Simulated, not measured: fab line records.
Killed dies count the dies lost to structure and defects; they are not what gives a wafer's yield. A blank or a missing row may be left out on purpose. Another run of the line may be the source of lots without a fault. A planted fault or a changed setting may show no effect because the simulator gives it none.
What tool caused it? + flow sky130 + at 1 step of a route of 708, 24 lots with 72 wafers sampled

## WHAT THE GAUGES READ, wafer by wafer
SKY_LI_CONTACT_THK_MEAS_01. Usual: LI_CONTACT_HDPCVD_THK gives 930 nm (standard deviation 8.1).
| lot  | measured     | on           | LI_CONTACT_HDPCVD_THK (nm) | flag |
|------|--------------|--------------|----------------------------|------|
| L074 | day 29 06:05 | filmMetro-03 | 924 940 923                |      |
| L076 | day 29 09:16 | filmMetro-03 | 945 936 935                |      |
| L075 | day 29 10:22 | filmMetro-04 | 936 918 927                |      |
| L077 | day 29 10:22 | filmMetro-03 | 936 933 938                |      |
| L078 | day 29 11:58 | filmMetro-04 | 936 914 922                |      |
| L079 | day 29 12:49 | filmMetro-03 | 927 925 931                |      |
| L080 | day 30 11:31 | filmMetro-04 | 923 925 932                |      |
| L081 | day 30 11:37 | filmMetro-01 | 925 916 912                |      |
| L082 | day 30 18:08 | filmMetro-04 | 925 930 930                |      |
| L083 | day 30 23:04 | filmMetro-01 | 933 918 948                |      |
| L085 | day 31 09:46 | filmMetro-04 | 925 921 917                |      |
| L084 | day 31 12:20 | filmMetro-01 | 937 931 923                |      |
| L086 | day 32 01:19 | filmMetro-01 | 942 945 948                |      |
| L087 | day 32 02:52 | filmMetro-03 | 934 929 934                |      |
| L088 | day 32 10:01 | filmMetro-03 | 937 934 936                |      |
| L089 | day 32 16:56 | filmMetro-04 | 931 936 937                |      |
| L090 | day 33 11:19 | filmMetro-04 | 926 923 921                |      |
| L091 | day 33 14:46 | filmMetro-04 | 934 936 935                |      |
| L092 | day 34 06:16 | filmMetro-01 | 925 924 930                |      |
| L093 | day 34 06:37 | filmMetro-01 | 929 927 920                |      |
| L094 | day 34 16:55 | filmMetro-03 | 936 942 940                |      |
| L095 | day 34 19:55 | filmMetro-04 | 912 933 932                |      |
| L096 | day 34 23:46 | filmMetro-03 | 917 928 917                |      |
| L097 | day 35 09:53 | filmMetro-03 | 943 934 934                |      |

## TOOL THAT RAN EACH LOT (tool first, then ch and the chambers of the sampled wafers, then the start)
The record shows no process step preceding these readings.

## AS READ BY THE TOOLS THEMSELVES (means over the sampled wafers that have a number; for cases with no such wafer, the mark the record gives instead)
The record holds no such reading with a usual standard deviation.

## THE ANSWER, worked out from the rows above alone
Rule: a lot is off if the mean of its wafers that have a number lies more than 3 standard deviations from the usual mean. Also off: a lot with no number at a reading for which 4 or more lots have one. The other lots that the step has rows for count as sound. Order of review: gauges by route order, followed by the tools' own readings, for which a lot's mean as printed above is used. The first step at which some lot is off is used, and at that step the reading that is off furthest; a lot without a number counts as furthest.
None of the lots is off at any reading shown; this tells nothing.

## WHAT WAS PUT IN BY THE SIMULATOR
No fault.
